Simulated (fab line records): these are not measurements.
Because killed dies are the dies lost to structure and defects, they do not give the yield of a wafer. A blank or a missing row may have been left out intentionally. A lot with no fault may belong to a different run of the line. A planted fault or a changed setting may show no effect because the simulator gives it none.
A single fault, viewed from 2 desks	flow sfq_line	numbers are kept per desk, each desk with only its own; the story behind them comes last

METROLOGY DESK
Means of the sampled wafers that have a number, per lot and without regard to the tool the lot ran on: this is what the gauges read. The brackets show how far a lot's mean lies from the usual mean; more than 4 standard deviations puts the lot out of limits, marked OUT.
Columns: A = M3_NB_RS at SFQ_M3_RS_MEAS_919, usual 0.885 ohm/sq; B = M3_OVL at SFQ_M3_OVL_MEAS_921, usual 1 nm
lot	first seen here	A	B
L813	day 37 20:40	0.887	3
L814	day 38 08:50	0.886	1
L833	day 47 02:10	0.891	3
L834	day 47 03:25	0.893	6
L835	day 47 04:35	0.872	-1
Result from this desk: across the 5 lots, nothing is out of limits.

TOOL OWNER'S DESK, rie_metal-04
The tool's own readings at SFQ_TRILAYER_M3_ETCH_METAL_ETCH_078 (etches Nb in Cl2/Ar, stops on SiO2, target depth 240 nm, time 120 s): means of the sampled wafers that have a number, for each lot that ran on this tool. The brackets show how far a lot's mean lies from the usual mean; more than 4 standard deviations puts the lot out of limits, marked OUT.
Columns: A = chamber_pressure_mTorr at SFQ_TRILAYER_M3_ETCH_METAL_ETCH_078, usual 10.001 mTorr; B = drypump_motor_current_A at SFQ_TRILAYER_M3_ETCH_METAL_ETCH_078, usual 5.59 A; C = oes_product_au at SFQ_TRILAYER_M3_ETCH_METAL_ETCH_078, usual 0.896 a.u.; D = rf_fwd_power_W at SFQ_TRILAYER_M3_ETCH_METAL_ETCH_078, usual 597.0 W
lot	first seen here	A	B	C	D
L814	day 44 17:20	10.003	5.24	0.895	595.8
L833	day 51 05:22	10.005	5.23	0.892	660.8 (+30) OUT
This desk finds L833 out of limits, L833 being first, at day 51 05:22 (rf_fwd_power_W at SFQ_TRILAYER_M3_ETCH_METAL_ETCH_078). L814 stayed within limits.

ALL TOGETHER
An alarm could have come from the tool owner's desk at day 51 05:22, on L833.
The metrology desk saw nothing out of limits.
The metrology desk has L833 on record, within its limits.
All the named lots went through SFQ_TRILAYER_M3_ETCH_METAL_ETCH_078 on rie_metal-04.

WHAT WAS PUT IN BY THE SIMULATOR
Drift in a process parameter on rie_metal-04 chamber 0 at SFQ_TRILAYER_M3_ETCH_METAL_ETCH_078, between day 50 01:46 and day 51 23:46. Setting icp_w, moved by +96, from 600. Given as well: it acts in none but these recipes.
Lots struck among those shown: L833.
Time in hours from fault onset to the first out-of-limits reading at each desk: the tool owner's desk, 28.
